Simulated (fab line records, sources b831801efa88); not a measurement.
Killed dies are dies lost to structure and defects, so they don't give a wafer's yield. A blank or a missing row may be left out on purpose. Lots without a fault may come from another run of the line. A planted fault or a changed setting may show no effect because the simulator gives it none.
fab line records | flow sky130
record lots=5 wafers=15 last_day=50
route steps=708 shown SONOS_TUNNEL@160 SONOS_ONO@168 GATE_OXIDE@187 PAD_OPEN@708
lots that met no fault: from a run of the same line without faults
start_h: hours from the record's first day to the start of the lot's first wafer shown | wait_h: hours since the lot's step before | " the same as in the row above | L1.1+2: a row that stands for several wafers | - no value, or no start given | * or withheld: withheld | < > ~ a bound
route shown NAME@n: a module of which the file shows steps, and the number in the route of the first | usual: mean/standard deviation of fault-free wafers | same: alike in all rows | chamber/n: place in a boat | sites: the reading at each site | _std_site: their standard deviation | _edge_site: outer sites' mean less inner sites' | radius_mm: how far each site lies from the wafer's centre | mask NAME#n: copy n | behind: the tool/chamber that last shaped the wafer | hold: why the lot was held/for how many hours/how that ended | device: the transistor (n, p or np) that didn't switch | end of line: the same wafers' tests at the end of the route | a step without rows: its recipe alone | killed: dies lost to structure and defects at the first sort, not the wafer's yield | map: a wafer's dies, x killed, . not, _ none there
set.NAME: the setting as run; set.NAME@STEP: as run at that earlier step | model.NAME: the simulator's own value behind a step, which no gauge read
lots at some steps of the route; a table a step, a row a wafer
services: from which hour (start_h, from the record's first day; less than 0 if before it) a tool's chamber was out of use, for how many hours, and why
## steps
# step SKY_SONOS_TUNNEL_DEVELOP_06
# recipe resist=NOVOLAK developer=TMAH develop_time_s=60 dev_temp_c=23.33
# step SKY_SONOS_TUNNEL_CD_MEAS_07
# recipe target_cd_nm=410
# usual cd_nm=409.7/2.2
# columns lot.wafer tool chamber start_h wait_h cd_nm
L949.2 cd_sem-02 - 260.27 0.1 406.8
L949.3 " - " " 408.1
L949.4 " - " " 407.8
L954.1 cd_sem-01 - 294.98 0.1 412.6
L954.2 " - " " 412.2
L954.3 " - " " 411.3
L957.3 cd_sem-01 - 322.29 0.1 408.6
L957.4 " - " " 410.8
L957.6 " - " " 408.2
L965.1 cd_sem-02 - 390.10 0.1 411.3
L965.4 " - " " 411.8
L965.6 " - " " 413.5
L970.2 cd_sem-01 - 430.27 0.1 406.3
L970.5 " - " " 405.5
L970.6 " - " " 406.3
# step SKY_SONOS_TUNNEL_OVL_MEAS_08
# usual SONOS_TUNNEL_OVL=-0.2/1.5
# columns lot.wafer tool chamber start_h wait_h SONOS_TUNNEL_OVL[nm]
L949.2 overlay-01 - 260.38 0.1 0.5
L949.3 " - " " -0.3
L949.4 " - " " -0.1
L954.1 overlay-02 - 295.10 0.1 -0.7
L954.2 " - " " -0.8
L954.3 " - " " -2.2
L957.3 overlay-01 - 322.39 0.1 -2.9
L957.4 " - " " -0.5
L957.6 " - " " -1.2
L965.1 overlay-02 - 390.22 0.1 -2.9
L965.4 " - " " -2.9
L965.6 " - " " -2.5
L970.2 overlay-02 - 430.38 0.1 0.3
L970.5 " - " " -0.6
L970.6 " - " " 0.1
# step SKY_SONOS_TUNNEL_IMPLANT_09
# recipe species=B energy_kev=20 dose_cm2=1e+12 tilt_deg=withheld
# step SKY_SONOS_TUNNEL_WET_ETCH_10
# recipe chemistry=dHF target_depth_nm=14 target=SiO2 dilution=100:1 temp_c=25 time_s=280
# step SKY_SONOS_TUNNEL_STRIP_11
# recipe chemistry=SPM time_s=600 temp_c=130
# step SKY_SONOS_TUNNEL_TW_MEAS_12
# usual SONOS_TUNNEL_TW=196.9/2.4
# columns lot.wafer tool chamber start_h wait_h SONOS_TUNNEL_TW
L949.2 film_metro-04 - 260.83 0.0 200.1
L949.3 " - " " 200.7
L949.4 " - " " 199.8
L954.1 film_metro-01 - 295.63 0.0 194.6
L954.2 " - " " 195.0
L954.3 " - " " 194.5
L957.3 film_metro-02 - 322.85 0.0 196.1
L957.4 " - " " 196.0
L957.6 " - " " 196.4
L965.1 film_metro-04 - 390.79 0.0 200.3
L965.4 " - " " 199.5
L965.6 " - " " 200.1
L970.2 film_metro-01 - 430.83 0.0 197.0
L970.5 " - " " 197.4
L970.6 " - " " 197.3
# step SKY_SONOS_TUNNEL_CLEAN_13
# recipe chemistry=dHF time_s=20 dilution=100:1 dry=ipa_marangoni
# step SKY_SONOS_ONO_OXIDATION_00
# recipe temp_c=800 ambient=O2 idle_temp_c=700 ramp_up_c_per_min=10 ramp_down_c_per_min=3 stabilise_s=600 purge_s=300 target_thk_a=26 ox_time_s=1249
# step SKY_SONOS_ONO_THK_MEAS_01
# recipe reads=SiO2_of_SONOS_ONO_OXIDATION_00
# usual SONOS_ONO_OXIDATION_THK=2.62/0.052
# columns lot.wafer tool chamber start_h wait_h SONOS_ONO_OXIDATION_THK[nm]
L949.2 film_metro-04 - 266.91 0.0 2.63
L949.3 " - " " 2.61
L949.4 " - " " 2.67
L954.1 film_metro-04 - 298.86 0.0 2.61
L954.2 " - " " 2.66
L954.3 " - " " 2.66
L957.3 film_metro-04 - 324.27 0.0 2.64
L957.4 " - " " 2.65
L957.6 " - " " 2.64
L965.1 film_metro-03 - 393.19 0.0 2.60
L965.4 " - " " 2.56
L965.6 " - " " 2.61
L970.2 film_metro-02 - 432.25 0.0 2.64
L970.5 " - " " 2.62
L970.6 " - " " 2.55
# step SKY_SONOS_ONO_CVD_02
# recipe material=Si3N4 precursor=DCS/NH3 target_thk_nm=10.5 temp_c=770 time_s=180 pressure_mtorr=250
# step SKY_SONOS_ONO_THK_MEAS_03
# recipe reads=Si3N4_of_SONOS_ONO_CVD_02
# usual SONOS_ONO_CVD_02_THK=10.49/0.13
# columns lot.wafer tool chamber start_h wait_h SONOS_ONO_CVD_02_THK[nm]
L949.2 film_metro-02 - 268.46 0.0 10.23
L949.3 " - " " 10.24
L949.4 " - " " 10.43
L954.1 film_metro-03 - 303.08 0.0 10.36
L954.2 " - " " 10.45
L954.3 " - " " 10.44
L957.3 film_metro-04 - 326.88 0.0 10.45
L957.4 " - " " 10.37
L957.6 " - " " 10.37
L965.1 film_metro-04 - 429.93 0.0 10.50
L965.4 " - " " 10.59
L965.6 " - " " 10.40
L970.2 film_metro-04 - 435.77 0.0 10.43
L970.5 " - " " 10.36
L970.6 " - " " 10.45
# step SKY_SONOS_ONO_CVD_04
# recipe material=SiO2 precursor=SiH4/N2O target_thk_nm=5.7199 temp_c=900 pressure_mtorr=400
# usual spike_tc_bottom_C=917.7/1.3 spike_tc_centre_C=899.1/0.98 spike_tc_lower_C=900.3/0.95 spike_tc_top_C=911.6/1 spike_tc_upper_C=899.9/1.3 susceptor_temp_C=900.0/0.41 zone_power_bottom_pct=25.7/0.3 zone_power_centre_pct=20.2/0.34 zone_power_upper_pct=17.38/0.18
# columns lot.wafer tool chamber start_h wait_h spike_tc_bottom_C spike_tc_centre_C spike_tc_lower_C spike_tc_top_C spike_tc_upper_C susceptor_temp_C zone_power_bottom_pct zone_power_centre_pct zone_power_upper_pct model.SiO2_of_SONOS_ONO_CVD_04.thk_nm
L949.2 lpcvd-03 0 268.51 0.0 918.2 900.3 899.3 911.0 900.3 899.9 25.6 20.4 17.51 5.427
L949.3 " 0 " " 919.0 901.1 899.5 911.0 898.7 899.7 25.7 20.4 17.24 5.419
L949.4 " 0 " " 916.8 899.9 898.5 910.9 899.8 899.7 26.5 20.8 17.73 5.387
L954.1 lpcvd-03 1 303.14 0.1 918.1 898.8 899.5 909.3 901.4 900.2 25.3 20.1 17.33 5.717
L954.2 " 1 " " 917.2 899.2 900.5 910.3 900.3 899.5 25.4 20.0 17.41 5.815
L954.3 " 1 " " 915.8 897.8 901.2 910.9 900.0 900.0 25.4 20.1 17.22 5.733
L957.3 lpcvd-03 0 326.92 0.0 953.7 934.1 934.7 944.6 932.9 934.6 28.5 22.1 19.28 9.037
L957.4 " 0 " " 953.3 932.5 932.9 945.4 933.9 935.0 27.8 22.5 19.03 9.085
L957.6 " 0 " " 952.5 934.3 933.7 946.2 932.5 935.4 28.4 22.3 18.72 9.205
L965.1 lpcvd-03 1 429.99 0.1 918.4 897.2 901.5 910.8 900.6 900.2 25.3 19.8 17.39 5.57
L965.4 " 1 " " 916.4 899.3 901.2 911.7 900.1 900.0 25.2 19.8 17.39 5.518
L965.6 " 1 " " 918.0 897.8 902.2 912.1 901.0 900.2 26.0 19.6 17.28 5.608
L970.2 lpcvd-03 0 435.82 0.0 918.4 899.3 900.7 912.3 899.0 899.0 25.5 20.7 17.42 5.683
L970.5 " 0 " " 917.6 900.7 901.1 912.4 898.1 899.6 25.9 20.7 17.26 5.739
L970.6 " 0 " " 919.8 900.1 899.9 912.9 898.8 899.7 26.1 21.0 17.18 5.648
# step SKY_SONOS_ONO_THK_MEAS_05
# recipe reads=SiO2_of_SONOS_ONO_CVD_04
# usual SONOS_ONO_CVD_04_THK=5.69/0.12
# columns lot.wafer tool chamber start_h wait_h SONOS_ONO_CVD_04_THK[nm]
L949.2 film_metro-02 - 270.39 0.0 5.44
L949.3 " - " " 5.37
L949.4 " - " " 5.39
L954.1 film_metro-03 - 305.02 0.0 5.69
L954.2 " - " " 5.84
L954.3 " - " " 5.73
L957.3 film_metro-04 - 329.75 0.0 9.01
L957.4 " - " " 9.10
L957.6 " - " " 9.21
L965.1 film_metro-04 - 431.24 0.0 5.64
L965.4 " - " " 5.50
L965.6 " - " " 5.62
L970.2 film_metro-02 - 437.08 0.0 5.70
L970.5 " - " " 5.77
L970.6 " - " " 5.69
# step SKY_SONOS_ONO_DEHYDRATE_06
# recipe temp_c=200 time_s=60
# step SKY_SONOS_ONO_HMDS_07
# recipe prime_time_s=60 prime_temp_c=120
# step SKY_SONOS_ONO_COAT_08
# recipe resist=NOVOLAK spin_rpm=3000 resist_thk_nm=1140
# step SKY_SONOS_ONO_SOFTBAKE_09
# recipe temp_c=90 time_s=60 resist=NOVOLAK
# step SKY_SONOS_ONO_EXPOSE_10
# recipe mask_id=ONOM target_cd_nm=410 na=0.6 source_shape=conventional sigma_outer=0.6 dose_mj=150
# step SKY_SONOS_ONO_PEB_11
# recipe temp_c=withheld time_s=* resist=NOVOLAK
# step SKY_SONOS_ONO_DEVELOP_12
# recipe develop_time_s=60 dev_temp_c=23
# step SKY_SONOS_ONO_CD_MEAS_13
# recipe target_cd_nm=410
# usual cd_nm=410.0/1.9
# columns lot.wafer tool chamber start_h wait_h cd_nm
L949.2 cd_sem-02 - 295.42 0.1 412.9
L949.3 " - " " 413.4
L949.4 " - " " 412.6
L954.1 cd_sem-01 - 330.90 0.1 410.9
L954.2 " - " " 407.9
L954.3 " - " " 410.0
L957.3 cd_sem-01 - 355.54 0.1 409.3
L957.4 " - " " 408.2
L957.6 " - " " 406.8
L965.1 cd_sem-01 - 462.60 0.1 409.7
L965.4 " - " " 411.9
L965.6 " - " " 410.5
L970.2 cd_sem-01 - 468.67 0.1 409.2
L970.5 " - " " 409.4
L970.6 " - " " 410.5
# step SKY_SONOS_ONO_OVL_MEAS_14
# usual SONOS_ONO_OVL=-0.6/1.4
# columns lot.wafer tool chamber start_h wait_h SONOS_ONO_OVL[nm]
L949.2 overlay-02 - 295.52 0.1 -2.0
L949.3 " - " " -1.8
L949.4 " - " " -0.4
L954.1 overlay-01 - 331.02 0.1 -1.9
L954.2 " - " " -1.4
L954.3 " - " " -2.7
L957.3 overlay-02 - 355.63 0.1 -0.3
L957.4 " - " " -0.9
L957.6 " - " " 1.4
L965.1 overlay-02 - 462.72 0.1 -1.3
L965.4 " - " " 0.2
L965.6 " - " " 0.8
L970.2 overlay-01 - 468.78 0.1 -2.0
L970.5 " - " " -0.8
L970.6 " - " " -2.2
# step SKY_SONOS_ONO_ETCH_15
# recipe target_depth_nm=19.52 chemistry=CHF3/O2 source_w=600 bias_w=200 pressure_mtorr=40 chf3_flow_sccm=50 O2_flow_sccm=5 time_s=7.8
# usual drypump_motor_current_A=5.4/0.36 oes_product_au=0.999/0.014 throttle_valve_pct=8.826/0.0091
# columns lot.wafer tool chamber start_h wait_h drypump_motor_current_A oes_product_au rf_hours_counter_h throttle_valve_pct
L949.2 rie_diel-02 3 295.55 0.0 4.8 1.036 13 8.831
L949.3 " 1 " " 5.4 0.985 72 8.831
L949.4 " 2 " " 5.7 0.994 30 8.828
L954.1 rie_diel-04 3 331.06 0.0 5.1 1.002 111 8.825
L954.2 " 2 " " 6.2 1.013 109 8.820
L954.3 " 1 " " 5.6 0.999 84 8.825
L957.3 rie_diel-02 1 355.65 0.0 5.5 0.979 73 8.816
L957.4 " 0 " " 5.4 1.011 28 8.826
L957.6 " 2 " " 5.7 0.977 - 8.821
L965.1 rie_diel-04 0 462.75 0.0 4.8 0.998 2 8.820
L965.4 " 2 " " 6.1 1.016 1 8.832
L965.6 " 0 " " 4.8 0.984 - 8.825
L970.2 rie_diel-03 3 468.81 0.0 5.9 1.008 4 8.827
L970.5 " 2 " " 5.4 0.994 - 8.822
L970.6 " 1 " " 5.0 1.002 - 8.823
# step SKY_SONOS_ONO_WET_ETCH_16
# recipe chemistry=dHF target_depth_nm=14 dry=n2_spin target=SiO2 dilution=100:1 temp_c=25 time_s=280
# step SKY_SONOS_ONO_STRIP_17
# recipe chemistry=O2/N2 power_w=1400 pressure_mtorr=1500 platen_temp_c=withheld o2_flow_sccm=3000 n2_flow_sccm=300 overash_fraction=0.5
# usual drypump_motor_current_A=5.4/0.35 oes_product_au=0.710/0.0041 strip_time_to_endpoint_s=14.09/0.041
# columns lot.wafer tool chamber start_h wait_h drypump_motor_current_A oes_product_au rf_hours_counter_h strip_time_to_endpoint_s
L949.2 plasma_asher-03 0 295.75 0.0 5.7 0.705 60 14.10
L949.3 " 0 " " 5.7 0.713 - 14.13
L949.4 " 1 " " 5.1 0.708 - 14.06
L954.1 plasma_asher-03 1 331.17 0.0 5.2 0.704 64 14.07
L954.2 " 0 " " 5.7 0.711 64 14.04
L954.3 " 1 " " 5.1 0.714 - 14.06
L957.3 plasma_asher-03 1 355.79 0.0 5.2 0.706 - 14.09
L957.4 " 0 " " 5.7 0.712 - 14.09
L957.6 " 1 " " 5.2 0.707 - 14.11
L965.1 plasma_asher-04 1 462.86 0.0 6.1 0.703 3 14.07
L965.4 " 1 " " 6.1 0.711 - 14.03
L965.6 " 1 " " 6.1 0.707 - 14.08
L970.2 plasma_asher-01 0 468.92 0.0 5.6 0.713 68 14.11
L970.5 " 0 " " 5.6 0.710 - 14.10
L970.6 " 1 " " 4.9 0.706 - 14.07
# step SKY_SONOS_ONO_WET_ETCH_18
# recipe chemistry=H3PO4 target_depth_nm=15 target=Si3N4 temp_c=160 time_s=172
# step SKY_GATE_OXIDE_CLEAN_00
# recipe chemistry=SC1/SC2 mix=1:4:20 temp_c=70 time_s=150 dry=n2_spin
# step SKY_GATE_OXIDE_OXIDATION_01
# recipe temp_c=900 ambient=O2 stabilise_s=600 purge_s=300 target_thk_a=102.68 ox_time_s=1473
# step SKY_GATE_OXIDE_THK_MEAS_02
# recipe reads=SiO2_of_GATE_OXIDE_OXIDATION_01
# usual GATE_OXIDE_OXIDATION_00_THK=10.26/0.2
# columns lot.wafer tool chamber start_h wait_h GATE_OXIDE_OXIDATION_00_THK[nm]
L949.2 film_metro-01 - 300.28 0.0 10.23
L949.3 " - " " 10.25
L949.4 " - " " 10.35
L954.1 film_metro-04 - 333.68 0.0 10.19
L954.2 " - " " 10.10
L954.3 " - " " 10.29
L957.3 film_metro-03 - 360.66 0.0 10.30
L957.4 " - " " 10.31
L957.6 " - " " 10.13
L965.1 film_metro-01 - 465.90 0.0 10.30
L965.4 " - " " 10.38
L965.6 " - " " 10.31
L970.2 film_metro-03 - 470.54 0.0 10.23
L970.5 " - " " 10.39
L970.6 " - " " 10.20
# step SKY_GATE_OXIDE_DEHYDRATE_03
# recipe temp_c=200 time_s=60
# step SKY_GATE_OXIDE_HMDS_04
# recipe prime_time_s=60 prime_temp_c=120
# step SKY_GATE_OXIDE_COAT_05
# recipe resist=NOVOLAK spin_rpm=3000 resist_thk_nm=1140
# step SKY_GATE_OXIDE_SOFTBAKE_06
# recipe temp_c=90 time_s=60 resist=NOVOLAK
# step SKY_GATE_OXIDE_EXPOSE_07
# recipe mask_id=LVOM na=0.6 source_shape=conventional sigma_outer=0.6 polarization=unpolarized target_cd_nm=600 dose_mj=170
# step SKY_GATE_OXIDE_PEB_08
# recipe temp_c=withheld time_s=* resist=NOVOLAK
# step SKY_GATE_OXIDE_DEVELOP_09
# recipe resist=NOVOLAK developer=TMAH develop_time_s=60 dev_temp_c=23
# step SKY_GATE_OXIDE_OVL_MEAS_10
# usual GATE_OXIDE_OVL=0.0/1.4
# columns lot.wafer tool chamber start_h wait_h GATE_OXIDE_OVL[nm]
L949.2 overlay-01 - 325.56 0.1 -0.1
L949.3 " - " " -0.1
L949.4 " - " " 1.2
L954.1 overlay-02 - 360.95 0.1 1.0
L954.2 " - " " 1.2
L954.3 " - " " 0.8
L957.3 overlay-01 - 389.51 0.1 0.5
L957.4 " - " " 0.8
L957.6 " - " " 2.0
L965.1 overlay-01 - 496.50 0.1 -3.3
L965.4 " - " " -3.8
L965.6 " - " " -2.7
L970.2 overlay-01 - 501.13 0.1 -0.8
L970.5 " - " " -1.3
L970.6 " - " " -0.9
# step SKY_GATE_OXIDE_IMPLANT_11
# recipe species=B energy_kev=9.813 dose_cm2=2.6e+12 tilt_deg=withheld
# step SKY_GATE_OXIDE_WET_ETCH_12
# recipe chemistry=dHF target_depth_nm=16.8 dry=n2_spin target=SiO2 dilution=100:1 temp_c=25 time_s=336
# step SKY_GATE_OXIDE_STRIP_13
# recipe chemistry=O2/N2 power_w=1400 pressure_mtorr=1500 platen_temp_c=withheld o2_flow_sccm=3000 n2_flow_sccm=300 overash_fraction=0.5
# usual drypump_motor_current_A=5.33/0.24 oes_product_au=0.715/0.0044 strip_time_to_endpoint_s=14.17/0.041
# columns lot.wafer tool chamber start_h wait_h drypump_motor_current_A oes_product_au rf_hours_counter_h strip_time_to_endpoint_s
L949.2 plasma_asher-01 0 325.84 0.0 5.54 0.717 50 14.18
L949.3 " 0 " " 5.56 0.714 - 14.18
L949.4 " 1 " " 4.90 0.713 - 14.17
L954.1 plasma_asher-02 1 361.24 0.0 5.21 0.721 25 14.13
L954.2 " 0 " " 5.45 0.717 25 14.17
L954.3 " 0 " " 5.44 0.719 - 14.24
L957.3 plasma_asher-01 1 389.82 0.0 4.92 0.713 - 14.17
L957.4 " 0 " " 5.56 0.712 - 14.12
L957.6 " 1 " " 4.92 0.714 - 14.14
L965.1 plasma_asher-03 0 496.79 0.0 5.67 0.718 82 14.13
L965.4 " 0 " " 5.67 0.718 - 14.20
L965.6 " 0 " " 5.67 0.713 - 14.18
L970.2 plasma_asher-02 0 501.41 0.0 5.43 0.721 39 14.22
L970.5 " 1 " " 5.22 0.715 - 14.21
L970.6 " 0 " " 5.42 0.720 - 14.24
# step SKY_GATE_OXIDE_TW_MEAS_14
# usual GATE_OXIDE_TW=223.5/2.2
# columns lot.wafer tool chamber start_h wait_h GATE_OXIDE_TW
L949.2 film_metro-03 - 325.95 0.1 225.3
L949.3 " - " " 225.5
L949.4 " - " " 225.8
L954.1 film_metro-01 - 361.34 0.1 222.2
L954.2 " - " " 221.3
L954.3 " - " " 222.7
L957.3 film_metro-01 - 389.91 0.1 220.5
L957.4 " - " " 220.7
L957.6 " - " " 219.9
L965.1 film_metro-01 - 496.89 0.1 221.7
L965.4 " - " " 222.8
L965.6 " - " " 223.1
L970.2 film_metro-03 - 501.52 0.1 222.5
L970.5 " - " " 223.7
L970.6 " - " " 222.8
# step SKY_GATE_OXIDE_CLEAN_15
# recipe chemistry=SC1/SC2 mix=1:4:20 temp_c=70 time_s=150 dry=n2_spin
# columns lot.wafer tool chamber start_h wait_h model.SiO2_of_SONOS_ONO_CVD_04.thk_nm
L949.2 wet_bench-03 0 326.00 0.0 3.934
L949.3 " 0 " " 3.918
L949.4 " 0 " " 3.891
L954.1 wet_bench-01 1 361.40 0.1 4.186
L954.2 " 1 " " 4.285
L954.3 " 1 " " 4.203
L957.3 wet_bench-01 3 389.95 0.0 7.516
L957.4 " 3 " " 7.561
L957.6 " 3 " " 7.684
L965.1 wet_bench-03 0 496.95 0.1 4.075
L965.4 " 0 " " 4.015
L965.6 " 0 " " 4.114
L970.2 wet_bench-04 3 501.57 0.0 4.159
L970.5 " 3 " " 4.22
L970.6 " 3 " " 4.126
# step SKY_PAD_OPEN_PROBE_99
# usual killed_at_M0_to_M3=44/7.1 killed_at_M4_up=3.1/1.8 killed_at_contacts=24/5.3 killed_at_front_end=15/4.5 killed_at_other=0.2/0.42 killed_dies=86/9.6 killed_open=46/6.9 killed_short=40/6.4
# same gross_dies=492 killed_at_back_side=0
# columns lot.wafer tool chamber start_h wait_h killed_at_M0_to_M3 killed_at_M4_up killed_at_contacts killed_at_front_end killed_at_other killed_dies killed_open killed_short
L970.2 prober-02 - 1198.40 0.1 43 4 21 20 0 88 49 39
L970.5 prober-02 - 1198.55 0.2 31 3 18 25 0 77 38 39
L970.6 prober-02 - 1198.60 0.2 26 2 32 17 0 77 32 45
# killed by level:class
L970.2 VIA1:geometric_particle:open=12 CONTACT:geometric_particle:open=7 LI_CONTACT:geometric_particle:open=6 VIA3:geometric_particle:open=6 POLY_GATE:geometric_particle:open=5 LI_CONTACT:geometric_particle:short=5 VIA1:geometric_particle:short=5 FIELD_ISO:geometric_particle:short=4
L970.5 CONTACT:geometric_particle:open=8 POLY_GATE:geometric_particle:short=8 FIELD_ISO:geometric_particle:open=5 POLY_GATE:geometric_particle:open=5 METAL1:geometric_particle:short=5 VIA1:geometric_particle:open=5 VIA1:geometric_particle:short=5 VIA2:geometric_particle:short=5
L970.6 LI_CONTACT:geometric_particle:open=8 CONTACT:geometric_particle:short=8 POLY_GATE:geometric_particle:short=7 CONTACT:geometric_particle:open=7 LI_CONTACT:geometric_particle:short=5 VIA1:geometric_particle:open=5 FIELD_ISO:geometric_particle:short=4 POLY_GATE:geometric_particle:open=4
## services
# columns tool chamber start_h hours kind
plasma_asher-01 - 249.83 2.8 pm
wet_bench-01 - 273.69 19.8 repair
plasma_asher-02 - 275.51 2.6 repair
rie_diel-03 0 283.23 9.8 repair
wet_bench-01 - 295.48 0.6 repair
rie_diel-04 1 324.23 3.7 repair
rie_diel-02 3 324.50 4.1 repair
plasma_asher-02 - 325.84 1.5 repair
rie_diel-04 3 327.31 2.7 repair
plasma_asher-03 - 336.85 2.8 pm
plasma_asher-03 - 361.41 4.1 repair
rie_diel-02 2 371.96 5.3 repair
plasma_asher-02 - 380.65 15.6 pm
rie_diel-04 2 385.22 18.3 repair
lpcvd-03 - 406.27 6.0 pm
plasma_asher-03 - 416.79 6.5 repair
lpcvd-03 - 432.49 2.8 pm
rie_diel-04 1 452.11 3.6 repair
rie_diel-02 - 461.99 0.6 repair
rie_diel-04 - 462.89 2.8 pm
wet_bench-03 - 483.19 1.9 repair
rie_diel-02 0 484.62 33.4 repair
lpcvd-03 - 488.09 14.6 pm
rie_diel-04 0 495.77 18.7 repair
## key
first_sign step=SKY_SONOS_ONO_CVD_04 reading=susceptor_temp_C direction=up sigmas=84 usual=* struck=*
effect step=SKY_SONOS_ONO_CVD_04 reading=spike_tc_lower_C direction=up sigmas=35 usual=900.3 struck=933.7
effect step=SKY_SONOS_ONO_THK_MEAS_05 reading=SONOS_ONO_CVD_04_THK direction=up sigmas=29 usual=5.69 struck=9.11
model_effect step=SKY_SONOS_ONO_CVD_04 value=SiO2_of_SONOS_ONO_CVD_04.thk_nm without=5.689 struck=9.109
model_effect step=SKY_GATE_OXIDE_CLEAN_15 value=SiO2_of_SONOS_ONO_CVD_04.thk_nm without=4.168 struck=7.587
met_at SKY_SONOS_ONO_CVD_04
struck_wafers L957.3,L957.4,L957.6
tester_left_out L957
onset_between 268.51 326.92
fault kind=process_parameter_drift tool=lpcvd-03 chamber=0 onset_h=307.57 steps=SKY_SONOS_ONO_CVD_04 channel=temp_c offset=* shape=step end_h=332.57 stated=*
# tester_left_out: of these lots the tester's yield and bins aren't shown, on N5 and GAA mostly nor the transistor test; their killed dies are dies lost to structure and defects alone, not to doping, threshold or leakage, so they don't give the yield
